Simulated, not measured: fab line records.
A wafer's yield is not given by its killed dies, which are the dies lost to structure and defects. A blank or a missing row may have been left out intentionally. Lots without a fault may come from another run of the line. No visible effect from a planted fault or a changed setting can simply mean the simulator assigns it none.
Matching of chambers ; flow gf180mcu ; GF_CONTACT_CMP_04 on cmp-01 has 4 sister chambers
The step polishes SiO2. 14 wafers are shown with their chamber, then 6 later ones without.

== EACH WAFER AND ITS CHAMBER ==
wafer;chamber;motor current A (A);time to endpoint s (s)
L755.3;3;11.1;112
L755.4;2;9.7;117
L755.6;0;10.9;117
L757.2;1;11.6;109
L757.3;0;10.5;113
L757.4;3;10.9;119
L758.3;1;11.3;111
L758.4;3;10.9;122
L758.6;3;10.3;116
L760.1;0;11.4;114
L760.3;2;10.1;108
L760.5;3;10.4;120
L764.2;1;11.4;112
L764.3;3;10.4;113

SIGNATURES (averages over the wafers above)
reading;chamber 0;chamber 1;chamber 2;chamber 3;scatter within a chamber
motor current A;10.933;11.433;9.900;10.667;0.333
time to endpoint s;114.67;110.67;112.50;117.00;3.66
Rule: for each reading, subtract the chamber's mean from the wafer's reading, divide by that reading's scatter and square the result; add these up over the readings and take the root, which gives the wafer's distance from the chamber. The wafer belongs to the nearest chamber; if the next one is less than 2 further off, it can't be placed. How the scatter is found: for the shown wafers, subtract from each reading the mean of its chamber, square and add these, divide the total by (wafers less chambers), then take the root.

== WAFERS WITH NO CHAMBER GIVEN ==
wafer;motor current A (A);time to endpoint s (s)
L764.4;10.1;114
L768.1;10.4;118
L768.6;11.1;127
L772.2;11.3;107
L772.4;10.2;108
L772.6;9.7;112

== EACH ONE'S CHAMBER ==
wafer;from the rows above;in truth
L764.4;can't be placed: 2 or 3 or 0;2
L768.1;can't be placed: 3 or 0 or 2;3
L768.6;can't be placed: 3 or 0 or 1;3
L772.2;can't be placed: 1 or 0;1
L772.4;can't be placed: 2 or 3 or 0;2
L772.6;2;2
Placed correctly: 1 of 6. Unplaceable from these rows: 5, with the true chamber sitting among the candidates in 5. Placed wrongly: 0.
